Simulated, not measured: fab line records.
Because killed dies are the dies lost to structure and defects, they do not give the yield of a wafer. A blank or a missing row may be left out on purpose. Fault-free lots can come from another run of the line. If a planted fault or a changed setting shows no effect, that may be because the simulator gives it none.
Struck lot and sound lot, side by side :: flow gf180mcu :: 22 steps out of a route of 602
Sound: the wafers L232.2, L232.3, L232.5. The struck wafers were L234.1, L234.3, L234.5. The cause is given at the end.
At each step with rows: each side's tool, then ch and its chambers, then its first start. Under that, the readings that differ: sound wafers :: struck wafers :: difference of the means :: sigmas: that difference in standard deviations of wafers without a fault.
alike: readings whose means differ by less than 2 such deviations, and words and numbers that are the same on both sides. not compared: withheld readings, readings that some wafer has no value for, bounds like >300 that may hide the same value, and numbers for which the record gives no deviation and whose values overlap.
The two part at a step that has a row with sigmas, a row that says differs or no value, or rows on one side only. When numbers do not overlap yet have no deviation, they are printed without sigmas and do not part them. A reading that every wafer of one side lacks parts them only if that side has two wafers or more.

first, 3 steps without rows for these wafers: GF_M1_STRIP_18 (strips in post etch residue remover, time 1200 s); GF_M1_CLEAN_19 (cleans in DIW); GF_V1_CVD_00 (deposits SiO2, target thk 600 nm, time 97.07 s).
GF_V1_THK_MEAS_01:
  sound: film-metro-04 at day 21 04:06; struck: film-metro-04 at day 21 13:07
  alike: V1_CVD_00_THK
GF_V1_CVD_02: deposits SiO2 from TEOS, target thk 850 nm, time 94.851 s.
  sound on pecvd-02 ch 0,1,2, day 21 04:09; struck on pecvd-02 ch 0,1, day 21 13:11
  alike: heater-power-w
GF_V1_THK_MEAS_03:
  sound: film-metro-02 at day 21 04:14; struck: film-metro-04 at day 21 13:15
  alike: V1_CVD_02_THK
GF_V1_CMP_04: polishes SiO2.
  sound on cmp-01 ch 2,3, day 21 04:17; struck on cmp-02 ch 2,3, day 21 13:22
  alike: motor-current-A, time-to-endpoint-s
GF_V1_BOW_MEAS_05:
  sound: film-metro-03 at day 21 04:36; struck: film-metro-02 at day 21 13:37
  alike: V1_BOW
then, 4 steps without rows for these wafers: GF_V1_DEHYDRATE_06 (time 60 s); GF_V1_HMDS_07 (prime time 60 s); GF_V1_COAT_08; GF_V1_COAT_09 (resist thk 1000 nm).
GF_V1_SOFTBAKE_10: time 60 s.
  sound on litho-track-03 ch 0, day 21 16:00; struck on litho-track-03 ch 0, day 22 01:00
reading: heater-power-total-W (W)
sound: 93.05 93.15 93.03
struck: 77.82 77.96 78.01
difference: -15.15
sigmas: -99 or more

reading: plate-temp-C (C)
sound: 130.13 130.07 129.98
struck: 113.71 113.62 113.69
difference: -16.39
sigmas: -99 or more
  alike: chill-plate-temp-C
then, 2 steps without rows for these wafers: GF_V1_EXPOSE_11 (exposes mask Via1, target cd 260 nm); GF_V1_PEB_12 (peb time 90 s).
GF_V1_DEVELOP_13: develop time 60 s.
  sound on litho-track-02 ch 0, day 22 03:59; struck on litho-track-04 ch 0, day 22 13:17
reading: model.KrF_of_V1_COAT_09.thk-nm (nm)
sound: 983.6 981.9 980.9
struck: 1005 1000 1001
difference: +20
sigmas: 
  alike: chill-plate-temp-C
GF_V1_CD_MEAS_14 targets a cd of 260 nm.
  sound: cd-sem-02 at day 22 04:07; struck: cd-sem-01 at day 22 13:26
reading: cd-nm (nm)
sound: 259.2 259.7 259.9
struck: 231.9 233.2 231.7
difference: -27.3
sigmas: -21
GF_V1_OVL_MEAS_15:
  sound: overlay-01 at day 22 04:14; struck: overlay-01 at day 22 13:33
  alike: V1_OVL
GF_V1_ETCH_16: etches BARC in N2/H2.
  sound on rie-diel-01 ch 0,1,3, day 22 04:16; struck on rie-diel-02 ch 0,3, day 22 13:35
reading: model.V1.cd-nm (nm)
sound: 260.3 260.1 260.4
struck: 230.8 233.6 232.3
difference: -28.0
sigmas: 
  alike: drypump-motor-current-A, oes-product-au, throttle-valve-pct
GF_V1_ETCH_17: etches SiO2 in C4F8/O2/Ar, stops on TiN, target depth 630 nm.
  sound on rie-diel-01 ch 0,1,3; struck on rie-diel-02 ch 0,3
reading: model.V1.cd-nm (nm)
sound: 259.5 260.2 260.3
struck: 231 233.7 232.4
difference: -28
sigmas: 
  alike: oes-product-au
GF_V1_STRIP_18: strips in O2/N2.
  sound on plasma-asher-01 ch 0,1, day 22 04:23; struck on plasma-asher-04 ch 0,1, day 22 13:43
  alike: drypump-motor-current-A, heater-power-w, oes-product-au
  not compared: rf-hours-counter-h
-- the record jumps here: 10 days lie between the struck wafers' starts before and after (it left off in module V1 and takes up again in module PASSIVATION, whose first step shown is number 602 of the route) --
GF_PASSIVATION_PROBE_99:
  sound: prober-01 at day 32 02:40; struck: prober-01 at day 32 10:46
reading: model.etest.via1-chain.rc-ohm
sound: 6.417 6.269 6.629
struck: 7.963 7.691 7.786
difference: +1.375
sigmas: 

== WHERE THEY PART ==
First at GF_V1_SOFTBAKE_10; last, within this record, at GF_V1_CD_MEAS_14. Later steps at which nothing parts them and some readings are alike: GF_V1_OVL_MEAS_15, GF_V1_ETCH_16, GF_V1_ETCH_17, GF_V1_STRIP_18.

WHY: what the simulator had put in
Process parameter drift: litho-track-03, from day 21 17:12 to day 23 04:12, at GF_V1_SOFTBAKE_10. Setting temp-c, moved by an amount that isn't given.
